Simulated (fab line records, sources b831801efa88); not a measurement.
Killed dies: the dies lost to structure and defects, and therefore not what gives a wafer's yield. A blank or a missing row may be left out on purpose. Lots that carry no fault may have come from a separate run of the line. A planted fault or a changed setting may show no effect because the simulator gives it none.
fab line records    flow sky130
[record] lots = 7  wafers = 21  last_day = 50
route steps=708 shown VT_ADJUST_LVTN@104 VT_ADJUST_NCORE@119 PAD_OPEN@708
lots that met no fault: taken from a fault-free run of the same line
start_h: start of the lot's first displayed wafer, in hours after the record's first day    wait_h: hours since the lot's step before    " repeats the value in the row above    L1.1+2: one row covering several wafers at once    - value missing, or start not given    * or withheld: withheld    < > ~ a bound
route shown NAME@n: a module of which the file shows steps, and the number in the route of the first    usual: mean/standard deviation taken from wafers without a fault    same: alike in all rows    chamber/n: place in a boat    sites: the reading at each site    _std_site: how widely they spread, as a standard deviation    _edge_site: inner sites' mean taken away from outer sites' mean    radius_mm: how far each site lies from the wafer's centre    mask NAME#n: copy n    behind: tool/chamber where the wafer was last shaped    hold: why the lot went on hold/how many hours it stayed there/how the hold came to an end    device: whichever transistor did not switch (one of n, p or np)    end of line: at the end of the route, the tests of the same wafers    a step with no rows: only its recipe    killed: not the wafer's yield, but the dies lost to structure and defects at the first sort    map: a wafer's dies, marking killed ones x, the rest . and places with no die _
set.NAME: the setting as run; set.NAME@STEP: as run at that earlier step    model.NAME: the simulator's own value behind a step, which no gauge read
a table for each step, a row for each wafer; lots at some steps of the route
services: the hour from which a tool's chamber was out of use, counted from the record's first day as start_h (under 0 if before that day), plus the number of hours and why
[[steps]]
[step SKY_VT_ADJUST_LVTN_OVL_MEAS_07]
[usual] VT_ADJUST_LVTN_OVL = -0.6/1.7
lot.wafer  tool        chamber  start_h  wait_h  VT_ADJUST_LVTN_OVL[nm]
L108.2     overlay-02  -        136.07   -       -0.8
L108.4     "           -        "        "       -1.3
L108.6     "           -        "        "       1.0
L115.1     overlay-01  -        189.56   -       0.2
L115.4     "           -        "        "       0.0
L115.5     "           -        "        "       -1.8
L117.1     overlay-01  -        207.90   -       -1.8
L117.4     "           -        "        "       -0.7
L117.6     "           -        "        "       -0.8
L125.2     overlay-01  -        251.50   -       0.5
L125.5     "           -        "        "       0.8
L125.6     "           -        "        "       -0.4
L127.1     overlay-01  -        267.38   -       -1.3
L127.2     "           -        "        "       -0.4
L127.6     "           -        "        "       0.0
L126.2     overlay-01  -        268.37   -       1.6
L126.5     "           -        "        "       1.2
L126.6     "           -        "        "       0.3
L129.3     overlay-01  -        274.88   -       -3.8
L129.5     "           -        "        "       -5.0
L129.6     "           -        "        "       -2.5
[step SKY_VT_ADJUST_LVTN_IMPLANT_08]
[recipe] species = B  energy_kev = 30  dose_cm2 = 1.57e+12  tilt_deg = withheld
[step SKY_VT_ADJUST_LVTN_STRIP_09]
[recipe] chemistry = O2/N2  power_w = 1400  pressure_mtorr = 1500  platen_temp_c = withheld  o2_flow_sccm = 3000  n2_flow_sccm = 300  overash_fraction = 0.5
[usual] drypump_motor_current_A = 6.0/0.31  oes_product_au = 0.722/0.0044  strip_time_to_endpoint_s = 36.91/0.094
lot.wafer  tool             chamber  start_h  wait_h  drypump_motor_current_A  oes_product_au  rf_hours_counter_h  strip_time_to_endpoint_s
L108.2     plasma_asher-02  1        136.25   0.1     5.5                      0.719           45                  36.81
L108.4     "                0        "        "       5.9                      0.719           -                   36.88
L108.6     "                0        "        "       5.9                      0.734           -                   36.91
L115.1     plasma_asher-04  1        189.75   0.1     6.3                      0.721           50                  36.89
L115.4     "                1        "        "       6.3                      0.720           -                   36.87
L115.5     "                1        "        "       6.3                      0.729           -                   36.92
L117.1     plasma_asher-02  1        208.08   0.1     5.5                      0.723           52                  36.99
L117.4     "                1        "        "       5.6                      0.724           -                   36.99
L117.6     "                1        "        "       5.5                      0.716           -                   37.04
L125.2     plasma_asher-04  1        251.68   0.1     6.3                      0.719           56                  36.87
L125.5     "                0        "        "       6.0                      0.719           -                   36.91
L125.6     "                1        "        "       6.3                      0.727           -                   36.88
L127.1     plasma_asher-03  1        267.56   0.1     5.8                      0.723           14                  36.94
L127.2     "                0        "        "       6.5                      0.724           14                  36.92
L127.6     "                0        "        "       6.5                      0.724           -                   36.82
L126.2     plasma_asher-03  0        268.55   0.1     6.5                      0.726           14                  36.85
L126.5     "                1        "        "       5.8                      0.723           -                   36.85
L126.6     "                0        "        "       6.5                      0.718           -                   36.84
L129.3     plasma_asher-02  0        275.08   0.1     5.9                      0.721           -                   36.86
L129.5     "                0        "        "       5.9                      0.721           -                   36.92
L129.6     "                1        "        "       5.5                      0.724           -                   36.91
[step SKY_VT_ADJUST_LVTN_TW_MEAS_10]
[usual] VT_ADJUST_LVTN_TW = 241/4.5
lot.wafer  tool           chamber  start_h  wait_h  VT_ADJUST_LVTN_TW
L108.2     film_metro-02  -        136.36   0.1     249
L108.4     "              -        "        "       250
L108.6     "              -        "        "       249
L115.1     film_metro-04  -        189.85   0.1     238
L115.4     "              -        "        "       238
L115.5     "              -        "        "       237
L117.1     film_metro-02  -        208.18   0.1     248
L117.4     "              -        "        "       247
L117.6     "              -        "        "       248
L125.2     film_metro-02  -        251.79   0.1     248
L125.5     "              -        "        "       249
L125.6     "              -        "        "       248
L127.1     film_metro-04  -        267.66   0.1     238
L127.2     "              -        "        "       237
L127.6     "              -        "        "       237
L126.2     film_metro-01  -        268.66   0.1     238
L126.5     "              -        "        "       238
L126.6     "              -        "        "       240
L129.3     film_metro-04  -        275.17   0.1     238
L129.5     "              -        "        "       238
L129.6     "              -        "        "       238
[step SKY_VT_ADJUST_LVTN_DEHYDRATE_11]
[recipe] temp_c = 200  time_s = 60
[step SKY_VT_ADJUST_LVTN_HMDS_12]
[recipe] prime_time_s = 60  prime_temp_c = 120
[step SKY_VT_ADJUST_LVTN_COAT_13]
[recipe] resist = NOVOLAK  spin_rpm = 3000  resist_thk_nm = 1140
[step SKY_VT_ADJUST_LVTN_SOFTBAKE_14]
[recipe] temp_c = 90  time_s = 60  resist = NOVOLAK
[step SKY_VT_ADJUST_LVTN_EXPOSE_15]
[recipe] mask_id = HVN_STD_DERIVED  na = 0.6  source_shape = conventional  sigma_outer = 0.6  polarization = unpolarized  target_cd_nm = 600  dose_mj = 163
[step SKY_VT_ADJUST_LVTN_PEB_16]
[recipe] temp_c = withheld  time_s = *  resist = NOVOLAK
[step SKY_VT_ADJUST_LVTN_DEVELOP_17]
[recipe] resist = NOVOLAK  developer = TMAH  develop_time_s = 60  dev_temp_c = 23
[step SKY_VT_ADJUST_LVTN_OVL_MEAS_18]
[usual] VT_ADJUST_LVTN_01_OVL = 0.6/1.4
lot.wafer  tool        chamber  start_h  wait_h  VT_ADJUST_LVTN_01_OVL[nm]
L108.2     overlay-02  -        155.48   0.1     0.2
L108.4     "           -        "        "       -2.5
L108.6     "           -        "        "       0.3
L115.1     overlay-02  -        211.20   0.1     0.4
L115.4     "           -        "        "       1.7
L115.5     "           -        "        "       0.1
L117.1     overlay-02  -        229.01   0.1     -0.1
L117.4     "           -        "        "       0.6
L117.6     "           -        "        "       0.7
L125.2     overlay-02  -        275.40   0.1     2.3
L125.5     "           -        "        "       1.1
L125.6     "           -        "        "       -1.0
L127.1     overlay-01  -        292.56   0.1     1.7
L127.2     "           -        "        "       1.4
L127.6     "           -        "        "       1.9
L126.2     overlay-02  -        293.52   0.1     2.7
L126.5     "           -        "        "       2.2
L126.6     "           -        "        "       2.1
L129.3     overlay-01  -        300.76   0.1     1.9
L129.5     "           -        "        "       1.6
L129.6     "           -        "        "       1.1
[step SKY_VT_ADJUST_LVTN_IMPLANT_19]
[recipe] species = B  energy_kev = 30  dose_cm2 = 6.5e+11  tilt_deg = withheld
lot.wafer   tool          chamber  start_h  wait_h
L108.2+4+6  implanter-03  0        155.54   0.0
L108.2+4+6  implanter-03  0        155.85   0.3
L115.1+4+5  implanter-02  0        211.23   0.0
L115.1+4+5  implanter-02  0        211.55   0.3
L117.1+4+6  implanter-01  0        229.05   0.0
L117.1+4+6  implanter-02  0        229.37   0.3
L125.2+5+6  implanter-02  0        275.46   0.0
L127.1+2+6  implanter-02  0        292.60   0.0
L126.2+5+6  implanter-02  0        293.57   0.0
L129.3+5+6  implanter-01  0        300.83   0.1
[step SKY_VT_ADJUST_LVTN_STRIP_20]
[recipe] chemistry = O2/N2  power_w = 1400  pressure_mtorr = 1500  platen_temp_c = withheld  o2_flow_sccm = 3000  n2_flow_sccm = 300  overash_fraction = 0.5
[usual] drypump_motor_current_A = 6.0/0.31  oes_product_au = 0.715/0.005  strip_time_to_endpoint_s = 14.19/0.033
lot.wafer  tool             chamber  start_h  wait_h  drypump_motor_current_A  oes_product_au  rf_hours_counter_h  strip_time_to_endpoint_s
L108.2     plasma_asher-02  0        155.98   0.1     5.9                      0.709           47                  14.20
L108.4     "                1        "        "       5.5                      0.713           -                   14.16
L108.6     "                0        "        "       5.9                      0.704           -                   14.16
L115.1     plasma_asher-03  0        211.70   0.1     6.5                      0.716           8                   14.14
L115.4     "                0        "        "       6.5                      0.710           -                   14.16
L115.5     "                1        "        "       5.8                      0.714           -                   14.16
L117.1     plasma_asher-03  0        229.52   0.1     6.5                      0.719           10                  14.20
L117.4     "                0        "        "       6.5                      0.714           -                   14.21
L117.6     "                1        "        "       5.8                      0.723           -                   14.24
L125.2     plasma_asher-03  1        275.58   0.1     5.8                      0.717           15                  14.16
L125.5     "                0        "        "       6.5                      0.718           -                   14.14
L125.6     "                1        "        "       5.8                      0.704           -                   14.13
L127.1     plasma_asher-02  1        292.75   0.1     5.6                      0.717           60                  14.22
L127.2     "                0        "        "       5.9                      0.716           60                  14.21
L127.6     "                1        "        "       5.6                      0.713           -                   14.18
L126.2     plasma_asher-03  0        293.70   0.1     6.5                      0.718           17                  14.21
L126.5     "                0        "        "       6.5                      0.704           -                   14.21
L126.6     "                1        "        "       5.8                      0.715           -                   14.23
L129.3     plasma_asher-02  1        300.97   0.1     5.5                      0.714           -                   14.19
L129.5     "                1        "        "       5.6                      0.715           -                   14.18
L129.6     "                0        "        "       5.9                      0.724           -                   14.23
[step SKY_VT_ADJUST_LVTN_TW_MEAS_21]
[usual] VT_ADJUST_LVTN_2_TW = 190/3.7
lot.wafer  tool           chamber  start_h  wait_h  VT_ADJUST_LVTN_2_TW
L108.2     film_metro-04  -        156.09   0.1     225
L108.4     "              -        "        "       225
L108.6     "              -        "        "       226
L115.1     film_metro-04  -        211.80   0.1     225
L115.4     "              -        "        "       226
L115.5     "              -        "        "       224
L117.1     film_metro-01  -        229.62   0.1     226
L117.4     "              -        "        "       226
L117.6     "              -        "        "       226
L125.2     film_metro-02  -        275.69   0.1     192
L125.5     "              -        "        "       195
L125.6     "              -        "        "       192
L127.1     film_metro-02  -        292.85   0.1     191
L127.2     "              -        "        "       193
L127.6     "              -        "        "       192
L126.2     film_metro-04  -        293.81   0.1     185
L126.5     "              -        "        "       184
L126.6     "              -        "        "       184
L129.3     film_metro-02  -        301.05   0.1     193
L129.5     "              -        "        "       192
L129.6     "              -        "        "       193
[step SKY_VT_ADJUST_NCORE_DEHYDRATE_00]
[recipe] temp_c = 200  time_s = 60
[step SKY_PAD_OPEN_PROBE_99]
[usual] killed_at_M0_to_M3 = 44/7.3  killed_at_M4_up = 3.1/1.9  killed_at_contacts = 24/5.3  killed_at_front_end = 15/4  killed_at_other = 0.4/0.6  killed_dies = 86/9.2  killed_open = 47/6.9  killed_short = 39/6.9
[same] gross_dies = 492  killed_at_back_side = 0
lot.wafer  tool       chamber  start_h  wait_h  killed_at_M0_to_M3  killed_at_M4_up  killed_at_contacts  killed_at_front_end  killed_at_other  killed_dies  killed_open  killed_short  model.etest.pfet_16v.r_on_ohm_um  model.etest.nfet_16v.r_on_ohm_um  model.etest.res_pwell_under_gate.rs_ohm_sq  model.etest.tip_n_5v.rs_ohm_sq  model.etest.nfet_g5v0d10v5.r_on_ohm_um  model.etest.nfet_g5v0d10v5.drive_ua_um  model.etest.nfet_16v.drive_ua_um  model.etest.pfet_16v.drive_ua_um
L108.2     prober-02  -        1067.78  0.1     66                  2                17                  15                   2                102          55           47            1.461e+04                         1.441e+04                         2145                                        1482                            1953                                    582.3                                   212.2                             257.9
L108.4     prober-02  -        1067.88  0.2     46                  2                27                  23                   0                98           61           37            1.503e+04                         1.46e+04                          2150                                        1470                            1957                                    580                                     209.4                             252.1
L108.6     prober-02  -        1067.98  0.2     46                  4                20                  12                   1                83           54           29            1.49e+04                          1.437e+04                         2162                                        1471                            1908                                    592.2                                   212.7                             255.1
L115.1     prober-01  -        1116.16  0.1     41                  2                22                  18                   0                83           47           36            1.529e+04                         1.434e+04                         2185                                        1450                            1941                                    576.8                                   207.8                             248.9
L115.4     prober-01  -        1116.31  0.2     46                  8                27                  12                   1                94           42           51            1.535e+04                         1.427e+04                         2204                                        1450                            1931                                    575.9                                   209.3                             248.4
L115.5     prober-01  -        1116.36  0.2     30                  1                37                  20                   1                89           49           39            1.465e+04                         1.43e+04                          2192                                        1456                            1930                                    576.7                                   210.2                             254.4
L117.1     prober-01  -        1133.20  0.1     45                  4                22                  21                   0                92           57           35            1.499e+04                         1.438e+04                         2187                                        1430                            1869                                    594.9                                   212.5                             255.6
L117.4     prober-01  -        1133.35  0.2     46                  6                27                  12                   0                91           52           39            1.506e+04                         1.44e+04                          2184                                        1416                            1897                                    584                                     210.4                             252.9
L117.6     prober-01  -        1133.45  0.2     36                  2                34                  7                    0                79           46           33            1.487e+04                         1.439e+04                         2181                                        1431                            1882                                    583.4                                   211.9                             257.2
L125.2     prober-02  -        1168.95  0.1     36                  6                17                  19                   1                79           43           36            1.495e+04                         1.386e+04                         2292                                        1393                            1822                                    621.8                                   230.4                             250.9
L125.5     prober-02  -        1169.10  0.2     50                  3                16                  11                   0                80           44           36            1.499e+04                         1.377e+04                         2312                                        1387                            1834                                    620.1                                   229.5                             249.9
L125.6     prober-02  -        1169.15  0.2     38                  5                35                  21                   0                99           42           57            1.503e+04                         1.393e+04                         2292                                        1389                            1842                                    614.4                                   227                               248
L127.1     prober-02  -        1178.09  0.1     43                  3                21                  13                   1                81           44           37            1.521e+04                         1.401e+04                         2252                                        1380                            1882                                    600.5                                   220.9                             242.9
L127.2     prober-02  -        1178.14  0.1     34                  2                26                  11                   0                73           41           32            1.517e+04                         1.411e+04                         2280                                        1389                            1895                                    592.7                                   218.5                             238.4
L127.6     prober-02  -        1178.34  0.2     31                  4                27                  14                   1                77           50           26            1.494e+04                         1.395e+04                         2269                                        1389                            1874                                    600                                     221.2                             245.3
L126.2     prober-01  -        1179.59  0.1     38                  3                30                  16                   0                87           42           45            1.525e+04                         1.388e+04                         2278                                        1391                            1861                                    611.1                                   224.9                             250.3
L126.5     prober-01  -        1179.74  0.2     54                  4                23                  14                   0                95           40           55            1.521e+04                         1.387e+04                         2292                                        1402                            1870                                    602                                     221.7                             251.4
L126.6     prober-01  -        1179.79  0.2     36                  3                24                  27                   0                90           40           50            1.556e+04                         1.409e+04                         2277                                        1400                            1883                                    597.7                                   220.6                             241.1
L129.3     prober-01  -        1188.89  0.2     25                  2                25                  13                   0                65           37           28            1.536e+04                         1.432e+04                         2288                                        1389                            1896                                    611.3                                   218.5                             240.8
L129.5     prober-01  -        1188.99  0.2     46                  5                30                  9                    1                91           50           40            1.505e+04                         1.426e+04                         2272                                        1396                            1893                                    598.4                                   218                               245.3
L129.6     prober-01  -        1189.04  0.2     41                  4                19                  15                   0                79           44           35            1.5e+04                           1.429e+04                         2270                                        1395                            1888                                    607                                     222.6                             246.8
// killed by level:class
L108.2 VIA1:geometric_particle:open=19 VIA2:geometric_particle:open=9 METAL3:geometric_particle:short=7 LI_CONTACT:geometric_particle:open=7 VIA3:geometric_particle:open=6 VIA2:geometric_particle:short=6 VIA3:geometric_particle:short=6 CONTACT:geometric_particle:open=5
L108.4 VIA1:geometric_particle:open=13 LI_CONTACT:geometric_particle:open=11 CONTACT:geometric_particle:open=10 FIELD_ISO:geometric_particle:open=8 VIA2:geometric_particle:open=8 FIELD_ISO:geometric_particle:short=6 VIA1:geometric_particle:short=6 VIA3:geometric_particle:open=5
L108.6 VIA1:geometric_particle:open=13 VIA3:geometric_particle:open=9 CONTACT:geometric_particle:open=8 VIA2:geometric_particle:open=7 LI_CONTACT:geometric_particle:open=6 POLY_GATE:geometric_particle:short=5 VIA1:geometric_particle:short=5 LOCAL_INTERCONNECT:geometric_particle:short=4
L115.1 VIA1:geometric_particle:open=13 LI_CONTACT:geometric_particle:open=8 POLY_GATE:geometric_particle:open=7 VIA2:geometric_particle:short=6 CONTACT:geometric_particle:short=5 METAL1:geometric_particle:short=5 VIA2:geometric_particle:open=5 LOCAL_INTERCONNECT:geometric_particle:short=4
L115.4 VIA2:geometric_particle:open=8 METAL1:geometric_particle:short=7 LI_CONTACT:geometric_particle:open=7 CONTACT:geometric_particle:open=7 VIA2:geometric_particle:short=7 VIA1:geometric_particle:open=6 METAL2:geometric_particle:short=5 LI_CONTACT:geometric_particle:short=5
L115.5 LI_CONTACT:geometric_particle:open=10 CONTACT:geometric_particle:open=8 CONTACT:geometric_particle:short=8 FIELD_ISO:geometric_particle:open=6 POLY_GATE:geometric_particle:open=5 LI_CONTACT:geometric_particle:short=5 FIELD_ISO:geometric_particle:short=4 LOCAL_INTERCONNECT:geometric_particle:short=4
L117.1 VIA1:geometric_particle:open=10 VIA2:geometric_particle:short=8 VIA3:geometric_particle:open=8 FIELD_ISO:geometric_particle:open=7 LI_CONTACT:geometric_particle:open=7 CONTACT:geometric_particle:short=7 CONTACT:geometric_particle:open=7 VIA2:geometric_particle:open=4
L117.4 VIA1:geometric_particle:open=14 LI_CONTACT:geometric_particle:open=8 VIA2:geometric_particle:open=8 CONTACT:geometric_particle:open=6 CONTACT:geometric_particle:short=6 LOCAL_INTERCONNECT:geometric_particle:short=5 VIA1:geometric_particle:short=4 METAL2:geometric_particle:open=4
L117.6 LOCAL_INTERCONNECT:geometric_particle:short=10 CONTACT:geometric_particle:open=9 VIA1:geometric_particle:open=9 LI_CONTACT:geometric_particle:open=8 VIA3:geometric_particle:open=8 METAL2:geometric_particle:short=6 CONTACT:geometric_particle:short=5 VIA2:geometric_particle:open=5
L125.2 LI_CONTACT:geometric_particle:open=8 VIA2:geometric_particle:open=7 FIELD_ISO:geometric_particle:open=5 METAL4:geometric_particle:short=5 VIA3:geometric_particle:open=5 VIA1:geometric_particle:open=5 VIA1:geometric_particle:short=5 VIA2:geometric_particle:short=4
L125.5 VIA1:geometric_particle:open=11 VIA2:geometric_particle:open=9 VIA3:geometric_particle:open=6 CONTACT:geometric_particle:open=6 METAL2:geometric_particle:short=6 METAL3:geometric_particle:short=5 FIELD_ISO:geometric_particle:open=4 VIA3:geometric_particle:short=4
L125.6 METAL1:geometric_particle:short=9 METAL2:geometric_particle:short=9 LI_CONTACT:geometric_particle:open=7 LOCAL_INTERCONNECT:geometric_particle:short=7 CONTACT:geometric_particle:short=7 CONTACT:geometric_particle:open=7 FIELD_ISO:geometric_particle:open=6 POLY_GATE:geometric_particle:short=6
L127.1 VIA1:geometric_particle:open=11 METAL2:geometric_particle:short=7 VIA3:geometric_particle:open=7 CONTACT:geometric_particle:open=6 FIELD_ISO:geometric_particle:short=5 POLY_GATE:geometric_particle:open=5 LOCAL_INTERCONNECT:geometric_particle:short=5 VIA2:geometric_particle:open=5
L127.2 CONTACT:geometric_particle:open=13 VIA1:geometric_particle:short=6 VIA1:geometric_particle:open=6 VIA3:geometric_particle:open=5 LOCAL_INTERCONNECT:geometric_particle:short=5 CONTACT:geometric_particle:short=5 VIA2:geometric_particle:open=3 FIELD_ISO:geometric_particle:short=3
L127.6 VIA1:geometric_particle:open=9 VIA2:geometric_particle:open=7 LI_CONTACT:geometric_particle:open=7 CONTACT:geometric_particle:open=7 FIELD_ISO:geometric_particle:open=6 LOCAL_INTERCONNECT:geometric_particle:short=5 VIA3:geometric_particle:open=5 POLY_GATE:geometric_particle:open=4
L126.2 CONTACT:geometric_particle:open=11 CONTACT:geometric_particle:short=10 VIA3:geometric_particle:open=8 METAL1:geometric_particle:short=6 FIELD_ISO:geometric_particle:short=5 LI_CONTACT:geometric_particle:open=5 METAL3:geometric_particle:short=5 VIA3:geometric_particle:short=5
L126.5 CONTACT:geometric_particle:open=13 METAL2:geometric_particle:short=12 METAL1:geometric_particle:short=10 VIA3:geometric_particle:open=7 VIA2:geometric_particle:open=6 FIELD_ISO:geometric_particle:short=5 LOCAL_INTERCONNECT:geometric_particle:short=4 VIA1:geometric_particle:open=4
L126.6 METAL1:geometric_particle:short=8 FIELD_ISO:geometric_particle:open=7 FIELD_ISO:geometric_particle:short=7 POLY_GATE:geometric_particle:short=6 CONTACT:geometric_particle:open=6 LI_CONTACT:geometric_particle:open=6 VIA1:geometric_particle:open=6 CONTACT:geometric_particle:short=5
L129.3 LI_CONTACT:geometric_particle:open=7 LOCAL_INTERCONNECT:geometric_particle:short=7 CONTACT:geometric_particle:open=6 POLY_GATE:geometric_particle:short=5 LI_CONTACT:geometric_particle:short=4 VIA3:geometric_particle:open=4 VIA2:geometric_particle:open=4 METAL1:geometric_particle:open=3
L129.5 VIA1:geometric_particle:open=16 LI_CONTACT:geometric_particle:open=13 VIA2:geometric_particle:open=8 LOCAL_INTERCONNECT:geometric_particle:short=5 CONTACT:geometric_particle:open=5 METAL4:geometric_particle:short=5 POLY_GATE:geometric_particle:short=4 LI_CONTACT:geometric_particle:short=4
L129.6 VIA3:geometric_particle:open=14 LI_CONTACT:geometric_particle:open=8 VIA1:geometric_particle:short=7 CONTACT:geometric_particle:open=6 POLY_GATE:geometric_particle:short=4 POLY_GATE:geometric_particle:open=4 METAL2:geometric_particle:short=4 METAL4:geometric_particle:short=4
[[services]]
tool             chamber  start_h  hours  kind
plasma_asher-03  0        117.75   -      clean
plasma_asher-03  1        117.75   -      clean
implanter-01     -        154.73   5.8    repair
implanter-01     -        179.99   3.0    pm
implanter-03     -        193.92   0.9    repair
implanter-01     -        203.21   6.8    repair
implanter-01     -        229.32   6.1    repair
implanter-02     -        261.43   6.0    repair
implanter-01     -        282.90   2.3    repair
plasma_asher-02  -        289.18   0.8    repair
implanter-03     -        292.76   4.6    pm
implanter-02     -        300.10   3.1    pm
[[key]]
[first_sign] step = SKY_VT_ADJUST_LVTN_IMPLANT_19  reading = visit  direction = added
[effect] step = SKY_VT_ADJUST_LVTN_TW_MEAS_21  reading = VT_ADJUST_LVTN_2_TW  direction = up  sigmas = 9.8  usual = 190  struck = 225
[model_effect] step = SKY_PAD_OPEN_PROBE_99  value = etest.pfet_16v.r_on_ohm_um  without = 1.544e+04  struck = 1.497e+04
met_at SKY_VT_ADJUST_LVTN_IMPLANT_19
struck_wafers L108.2,L108.4,L108.6,L115.1,L115.4,L115.5,L117.1,L117.4,L117.6
tester_left_out L108,L115,L117
[fault] kind = repeated_step_whole  tool = implanter-01,implanter-02,implanter-03  chamber = -  onset_h = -  steps = SKY_VT_ADJUST_LVTN_IMPLANT_19  times = 1  scope = struck_lots_only
// tester_left_out: of these lots the tester's yield and bins aren't shown, on N5 and GAA mostly nor the transistor test; their killed dies are dies lost to structure and defects alone, not to doping, threshold or leakage, so they don't give the yield
